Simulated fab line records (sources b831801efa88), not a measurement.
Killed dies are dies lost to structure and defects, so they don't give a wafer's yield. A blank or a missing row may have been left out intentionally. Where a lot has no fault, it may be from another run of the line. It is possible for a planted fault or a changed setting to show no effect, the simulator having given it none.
What tool caused it? ; flow sky130 ; 72 wafers from 24 lots sampled at 3 of the route's 708 steps

== WHAT THE GAUGES SHOWED, per wafer ==
SKY_LDD_P_OVL_MEAS_08. Usual: LDD_P_OVL gives 0.1 nm (standard deviation 1.6).
lot;measured;on;LDD_P_OVL (nm);flag
L074;day 18 16:38;overlay-02;-0.2 0.6 -0.1;
L075;day 19 09:46;overlay-02;0.5 1.5 1.0;
L076;day 19 20:01;overlay-02;0.5 0.7 0.6;
L077;day 20 06:08;overlay-01;2.1 1.3 0.6;
L078;day 20 23:04;overlay-01;0.9 0.5 -0.4;
L079;day 21 10:56;overlay-02;3.0 0.6 1.3;
L080;day 21 19:47;overlay-02;-0.6 -1.2 1.7;
L081;day 21 20:57;overlay-01;-2.1 -1.6 -2.4;
L082;day 22 07:57;overlay-02;1.8 2.6 2.0;
L083;day 22 17:05;overlay-01;0.9 1.6 1.0;
L084;day 23 09:01;overlay-01;-0.6 -2.8 -1.7;
L085;day 23 11:55;overlay-02;1.5 -0.3 -1.5;
L086;day 23 16:45;overlay-02;-0.8 -1.9 -1.2;
L087;day 24 01:56;overlay-02;-1.6 -1.5 -2.4;
L088;day 24 08:08;overlay-01;-0.3 -0.9 -0.3;
L089;day 24 18:35;overlay-01;1.0 0.1 0.9;
L090;day 24 22:17;overlay-02;-0.9 -3.6 -1.8;
L091;day 25 06:47;overlay-01;-3.5 -2.2 -0.4;
L092;day 25 17:53;overlay-01;0.8 -1.2 1.2;
L093;day 26 02:11;overlay-02;-0.1 0.5 0.2;
L094;day 26 04:45;overlay-01;-1.5 -1.1 -1.2;
L095;day 26 18:01;overlay-02;0.3 -1.5 -0.5;
L096;day 26 21:47;overlay-02;4.2 4.9 3.7;
L097;day 27 08:28;overlay-01;-0.6 0.5 0.2;

== WHICH TOOL RAN EACH LOT (tool, then ch and the chambers of the sampled wafers, then the start) ==
lot;SKY_SONOS_ONO_STRIP_17;SKY_RES_PROTECT_STRIP_07
L074;plasmaAsher-02 ch 0,1, day 12 12:05;plasmaAsher-02 ch 0,1, day 14 20:12
L075;plasmaAsher-04 ch 1, day 12 23:43;plasmaAsher-03 ch 1, day 15 10:42
L076;plasmaAsher-04 ch 0,1, day 13 07:56;plasmaAsher-02 ch 0,1, day 15 18:35
L077;plasmaAsher-04 ch 0,1, day 13 16:32;plasmaAsher-03 ch 0,1, day 16 06:24
L078;plasmaAsher-02 ch 0,1, day 14 00:40;plasmaAsher-02 ch 0,1, day 16 18:35
L079;plasmaAsher-04 ch 0,1, day 14 15:43;plasmaAsher-02 ch 1, day 17 07:31
L080;plasmaAsher-04 ch 0,1, day 14 22:04;plasmaAsher-01 ch 0,1, day 17 14:31
L081;plasmaAsher-02 ch 0,1, day 14 23:55;plasmaAsher-02 ch 0,1, day 17 14:13
L082;plasmaAsher-04 ch 0,1, day 15 08:51;plasmaAsher-03 ch 0,1, day 18 02:10
L083;plasmaAsher-04 ch 0,1, day 15 17:41;plasmaAsher-01 ch 0,1, day 18 11:56
L084;plasmaAsher-04 ch 0,1, day 16 07:03;plasmaAsher-01 ch 0,1, day 19 03:12
L085;plasmaAsher-03 ch 0, day 16 11:20;plasmaAsher-03 ch 0,1, day 19 07:36
L086;plasmaAsher-02 ch 0,1, day 16 16:48;plasmaAsher-02 ch 0, day 19 12:58
L087;plasmaAsher-03 ch 0,1, day 17 02:37;plasmaAsher-03 ch 0,1, day 19 22:14
L088;plasmaAsher-02 ch 0,1, day 17 09:51;plasmaAsher-03 ch 0,1, day 20 04:48
L089;plasmaAsher-04 ch 0,1, day 17 18:19;plasmaAsher-01 ch 0,1, day 20 15:40
L090;plasmaAsher-03 ch 1, day 18 00:43;plasmaAsher-02 ch 0,1, day 20 20:41
L091;plasmaAsher-03 ch 0,1, day 18 10:20;plasmaAsher-02 ch 0,1, day 21 06:24
L092;plasmaAsher-02 ch 0,1, day 18 21:29;plasmaAsher-03 ch 0,1, day 21 17:49
L093;plasmaAsher-02 ch 0,1, day 19 04:05;plasmaAsher-02 ch 0,1, day 22 02:16
L094;plasmaAsher-03 ch 0,1, day 19 09:05;plasmaAsher-02 ch 0,1, day 22 05:16
L095;plasmaAsher-03 ch 0,1, day 19 20:59;plasmaAsher-03 ch 0,1, day 22 18:19
L096;plasmaAsher-02 ch 0,1, day 20 02:41;plasmaAsher-02 ch 0,1, day 22 22:45
L097;plasmaAsher-04 ch 0,1, day 20 13:28;plasmaAsher-03 ch 0,1, day 23 09:25
- SKY_SONOS_ONO_STRIP_17: strips in O2/N2.
- SKY_RES_PROTECT_STRIP_07: strips in O2/N2.

== WHAT THE TOOLS THEMSELVES READ (means of the sampled wafers that have a number; where no wafer has one, the mark that the record gives instead) ==
SKY_SONOS_ONO_STRIP_17. Usual: chamberPressureMTorr 1500.2 mTorr, standard deviation 1.4; drypumpMotorCurrentA 5.63 A, standard deviation 0.27; oesProductAu 0.710 a.u., standard deviation 0.0049; stripTimeToEndpointS 14.09 s, standard deviation 0.041.
lot;tool;chamberPressureMTorr (mTorr);drypumpMotorCurrentA (A);oesProductAu (a.u.);stripTimeToEndpointS (s);flag
L074;plasmaAsher-02;1500.4;5.54;0.712;14.03;
L075;plasmaAsher-04;1500.0;5.94;0.714;14.06;
L076;plasmaAsher-04;1499.9;5.82;0.712;14.10;
L077;plasmaAsher-04;1500.3;5.82;0.715;14.12;
L078;plasmaAsher-02;1500.5;5.50;0.706;14.08;
L079;plasmaAsher-04;1500.9;5.75;0.710;14.01;
L080;plasmaAsher-04;1500.7;5.83;0.707;14.12;
L081;plasmaAsher-02;1499.9;5.49;0.707;14.07;
L082;plasmaAsher-04;1501.5;5.82;0.709;14.11;
L083;plasmaAsher-04;1499.0;5.81;0.710;14.10;
L084;plasmaAsher-04;1499.5;5.73;0.708;14.12;
L085;plasmaAsher-03;1500.3;5.12;0.710;14.10;
L086;plasmaAsher-02;1501.2;5.54;0.715;14.08;
L087;plasmaAsher-03;1500.7;5.72;0.712;14.04;
L088;plasmaAsher-02;1500.9;5.52;0.709;14.09;
L089;plasmaAsher-04;1500.1;5.78;0.709;14.08;
L090;plasmaAsher-03;1500.6;6.00;0.709;14.07;
L091;plasmaAsher-03;1499.7;5.72;0.708;14.12;
L092;plasmaAsher-02;1498.0;5.49;0.715;14.09;
L093;plasmaAsher-02;1499.9;5.48;0.715;14.06;
L094;plasmaAsher-03;1500.8;5.43;0.711;14.10;
L095;plasmaAsher-03;1500.3;5.43;0.708;14.07;
L096;plasmaAsher-02;1500.5;5.55;0.708;14.17;
L097;plasmaAsher-04;1500.1;5.79;0.709;14.02;

SKY_RES_PROTECT_STRIP_07. Usual: chamberPressureMTorr 1500.1 mTorr, standard deviation 1.4; drypumpMotorCurrentA 5.6 A, standard deviation 0.35; oesProductAu 0.517 a.u., standard deviation 0.004; stripTimeToEndpointS 23.29 s, standard deviation 0.039.
lot;tool;chamberPressureMTorr (mTorr);drypumpMotorCurrentA (A);oesProductAu (a.u.);stripTimeToEndpointS (s);flag
L074;plasmaAsher-02;1499.5;5.5;0.516;23.27;
L075;plasmaAsher-03;1499.5;6.0;0.518;23.29;
L076;plasmaAsher-02;1499.9;5.5;0.517;23.27;
L077;plasmaAsher-03;1499.4;5.5;0.521;23.29;
L078;plasmaAsher-02;1501.0;5.5;0.518;23.31;
L079;plasmaAsher-02;1498.9;5.5;0.518;23.26;
L080;plasmaAsher-01;1501.2;5.8;0.516;23.29;
L081;plasmaAsher-02;1499.0;5.5;0.513;23.22;
L082;plasmaAsher-03;1500.5;5.7;0.513;23.33;
L083;plasmaAsher-01;1499.9;5.8;0.513;23.27;
L084;plasmaAsher-01;1501.2;6.1;0.516;23.26;
L085;plasmaAsher-03;1500.4;5.7;0.516;23.30;
L086;plasmaAsher-02;1500.2;5.6;0.520;23.32;
L087;plasmaAsher-03;1500.3;5.7;0.515;23.29;
L088;plasmaAsher-03;1500.9;5.7;0.519;23.32;
L089;plasmaAsher-01;1499.7;5.8;0.518;23.36;
L090;plasmaAsher-02;1500.4;5.5;0.520;23.28;
L091;plasmaAsher-02;1499.6;5.5;0.516;23.22;
L092;plasmaAsher-03;1500.4;5.4;0.513;23.28;
L093;plasmaAsher-02;1499.9;5.5;0.519;23.27;
L094;plasmaAsher-02;1499.0;5.5;0.517;23.34;
L095;plasmaAsher-03;1501.2;5.4;0.516;23.37;
L096;plasmaAsher-02;1499.7;5.5;0.518;23.29;
L097;plasmaAsher-03;1501.0;5.7;0.518;23.31;

== THE ANSWER, worked out from the rows above alone ==
Rule: a lot is off if the mean of its wafers that have a number lies more than 3 standard deviations from the usual mean. A lot without any number at a reading at which 4 lots or more have one is off too. Any other lot the step has rows for is counted as sound. First the gauges in route order, then the tools' own readings, where a lot's mean is used as printed above. The first step at which some lot is off is used, and at that step the reading that is off furthest; a lot without a number counts as furthest.
Nothing can be told from this: no lot is off at any reading shown.

== WHAT THE SIMULATOR PUT IN ==
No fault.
